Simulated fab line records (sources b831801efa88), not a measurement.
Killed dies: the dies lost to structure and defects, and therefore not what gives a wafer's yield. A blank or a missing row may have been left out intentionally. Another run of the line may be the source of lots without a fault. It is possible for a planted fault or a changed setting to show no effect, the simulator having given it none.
What tool caused it? -- flow sky130 -- 11 lots with 33 wafers sampled at 3 steps, on a route of 708 steps

WHAT THE GAUGES READ, wafer by wafer
SKY_POLY_GATE_THK_MEAS_01.
lot,measured,on,POLY_GATE_CVD_00_THK (nm)
L831,day 14 03:34,film metro-02,178.8 179.5 178.8
L833,day 15 00:21,film metro-02,180.4 179.7 179.8
L835,day 15 17:53,film metro-03,178.3 179.0 178.1
L837,day 16 03:13,film metro-03,177.2 178.0 178.8
L838,day 16 07:27,film metro-03,184.2 183.2 184.0
L839,day 17 02:19,film metro-04,179.9 179.9 180.7
L840,day 17 10:07,film metro-02,178.7 179.2 176.8
L846,day 18 23:16,film metro-04,111.7 112.6 112.7
L852,day 22 01:13,film metro-04,178.6 179.5 176.9
L853,day 22 08:44,film metro-03,182.3 181.5 182.3
L854,day 22 14:47,film metro-03,182.9 183.9 183.0

WHICH TOOL RAN EACH LOT (tool, then ch and the chambers of the sampled wafers, then the start)
lot,SKY_SONOS_ONO_ETCH_15,SKY_POLY_GATE_CVD_00
L831,"rie diel-04 ch 0,1,3, day 12 19:23","lpcvd-01 ch 1, day 14 02:20"
L833,"rie diel-04 ch 1,2,3, day 13 16:14","lpcvd-01 ch 1, day 14 23:09"
L835,"rie diel-01 ch 0,3, day 14 08:42","lpcvd-01 ch 1, day 15 16:40"
L837,"rie diel-01 ch 1,3, day 14 15:44","lpcvd-01 ch 1, day 16 02:01"
L838,"rie diel-04 ch 0,1, day 14 19:02","lpcvd-01 ch 1, day 16 06:14"
L839,"rie diel-03 ch 0,1, day 15 16:21","lpcvd-01 ch 0, day 17 01:05"
L840,"rie diel-03 ch 0,2, day 15 21:05","lpcvd-01 ch 0, day 17 08:55"
L846,"rie diel-01 ch 2,3, day 17 10:17","lpcvd-01 ch 0, day 18 22:02"
L852,"rie diel-01 ch 0,1,3, day 20 14:11","lpcvd-01 ch 0, day 22 00:01"
L853,"rie diel-01 ch 0,2, day 20 20:05","lpcvd-01 ch 0, day 22 07:31"
L854,"rie diel-03 ch 1,2,3, day 21 02:24","lpcvd-01 ch 0, day 22 13:35"
- SKY_SONOS_ONO_ETCH_15: etches the open film in CHF3/O2, target depth 19.52 nm, time 7.8 s.
- SKY_POLY_GATE_CVD_00: deposits poly-Si, target thk 180 nm, time 720 s.

THE ANSWER, worked out from the rows above alone
Rule: the lots themselves supply what counts as usual. The widest of any qualifying gaps counts: lots, ordered by their means at a reading, are off when they make up no more than a third of the lots, leave a main group of 4 or more, and stand apart from it by 3 or more times the standard deviation of that group's means. The tables above print the reading to a certain number of digits; a main group whose means all agree to those digits is not used. Also off: a lot with no number at a reading for which 4 or more lots have one. The other lots that the step has rows for count as sound.
Off: at SKY_POLY_GATE_THK_MEAS_01 (POLY_GATE_CVD_00_THK), L846. Mean 180.1 nm and standard deviation 2.1 in the main group.
A tool fits if, at a process step before that reading, it ran every lot that is off, and no sound lot after the first of them. The gauges at SKY_POLY_GATE_THK_MEAS_01 are tried like those tools. Not one of the candidates tried fits.

WHAT HAD BEEN PUT IN BY THE SIMULATOR
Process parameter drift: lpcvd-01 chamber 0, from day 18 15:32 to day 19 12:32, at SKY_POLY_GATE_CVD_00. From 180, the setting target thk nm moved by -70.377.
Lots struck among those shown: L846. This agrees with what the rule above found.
